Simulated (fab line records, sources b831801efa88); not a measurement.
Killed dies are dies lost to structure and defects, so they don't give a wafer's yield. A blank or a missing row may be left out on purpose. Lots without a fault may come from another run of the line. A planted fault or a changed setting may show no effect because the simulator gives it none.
Chamber matching | flow gf180mcu | GF_CONTACT_CMP_04 on cmp-01: 4 sister chambers
The step polishes SiO2. 7 wafers are shown with their chamber, then 7 later ones without.

WAFERS WITH THEIR CHAMBER
wafer  | chamber | motor_current_A (A) | time_to_endpoint_s (s)
L469.2 | 2       | 10.5                | 105
L473.1 | 3       | 12.6                | 107
L475.1 | 0       | 10.2                | 109
L475.5 | 1       | 11.3                | 114
L475.6 | 2       | 10.0                | 114
L481.4 | 0       | 10.8                | 107
L481.5 | 1       | 11.9                | 116

WAFERS WITHOUT THEIR CHAMBER
wafer  | motor_current_A (A) | time_to_endpoint_s (s)
L481.6 | 10.7                | 111
L483.3 | 11.7                | 119
L483.4 | 10.5                | 120
L483.5 | 10.9                | 126
L487.2 | 12.0                | 119
L487.5 | 10.5                | 118
L487.6 | 13.1                | 124

WHICH CHAMBER EACH WENT THROUGH
wafer  | from the rows above          | in truth
L481.6 | can't be placed: 0 or 2 or 1 | 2
L483.3 | 1                            | 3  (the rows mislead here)
L483.4 | can't be placed: 2 or 1 or 0 | 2
L483.5 | can't be placed: 1 or 2 or 0 | 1
L487.2 | 1                            | 1
L487.5 | can't be placed: 2 or 0 or 1 | 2
L487.6 | can't be placed: 1 or 3      | 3
Placed correctly: 1 of 7. Can't be placed from these rows: 5 (the true chamber is among the candidates in 5). Placed wrongly: 1.
How it was worked out, from the rows above alone: a wafer's distance from a chamber is the root of the sum, over the readings, of the square of ((its reading less the chamber's mean) divided by the reading's scatter). The wafer belongs to the nearest chamber; if the next one is less than 2 further off, it can't be placed. A chamber's mean is the mean of its shown wafers. The scatter: the root of (the sum of the squares of (reading less its chamber's mean) over the shown wafers, divided by (wafers less chambers)).
